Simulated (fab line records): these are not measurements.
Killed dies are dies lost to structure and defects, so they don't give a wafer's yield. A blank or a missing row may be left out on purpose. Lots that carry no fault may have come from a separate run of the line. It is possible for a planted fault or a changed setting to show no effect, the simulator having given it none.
Chamber matching :: flow sfqLine :: cmp-02 running SFQ_TRILAYER_I4_CMP_CMP_100: 4 sister chambers
The step polishes SiO2. 4 wafers are shown with their chamber, then 6 later ones without.

== WAFERS PAIRED WITH THEIR CHAMBERS ==
wafer: L634.6
chamber: 0
motorCurrentA (A): 9.6

wafer: L643.2
chamber: 2
motorCurrentA (A): 9.6

wafer: L644.4
chamber: 3
motorCurrentA (A): 11.3

wafer: L644.1
chamber: 1
motorCurrentA (A): 10.2

== WAFERS WITH NO CHAMBER GIVEN ==
wafer: L644.3
motorCurrentA (A): 9.3

wafer: L645.1
motorCurrentA (A): 10.2

wafer: L645.2
motorCurrentA (A): 11.2

wafer: L645.4
motorCurrentA (A): 10.2

wafer: L648.3
motorCurrentA (A): 11.4

wafer: L648.5
motorCurrentA (A): 11.1

== CHAMBER TAKEN BY EACH ==
wafer: L644.3
from the rows above: can't be placed: 0 or 2
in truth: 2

wafer: L645.1
from the rows above: 1
in truth: 1

wafer: L645.2
from the rows above: 3
in truth: 3

wafer: L645.4
from the rows above: 1
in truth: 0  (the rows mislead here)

wafer: L648.3
from the rows above: 3
in truth: 3

wafer: L648.5
from the rows above: 3
in truth: 3
Correctly placed: 4 of 6. From these rows, 1 cannot be placed; in 1 the true chamber is one of the candidates. Wrongly placed: 1.
How it was worked out, from the rows above alone: a wafer's distance from a chamber is the root of the sum, over the readings, of the square of ((its reading less the chamber's mean) divided by the reading's scatter). If the next closest chamber is less than 2 further off than the closest, the wafer can't be placed; otherwise it belongs to the closest. A chamber's mean is the mean of its shown wafers. The scatter (one wafer shown for each chamber): square how far every hidden wafer sits from the nearest shown wafer, average those squares and take the square root.
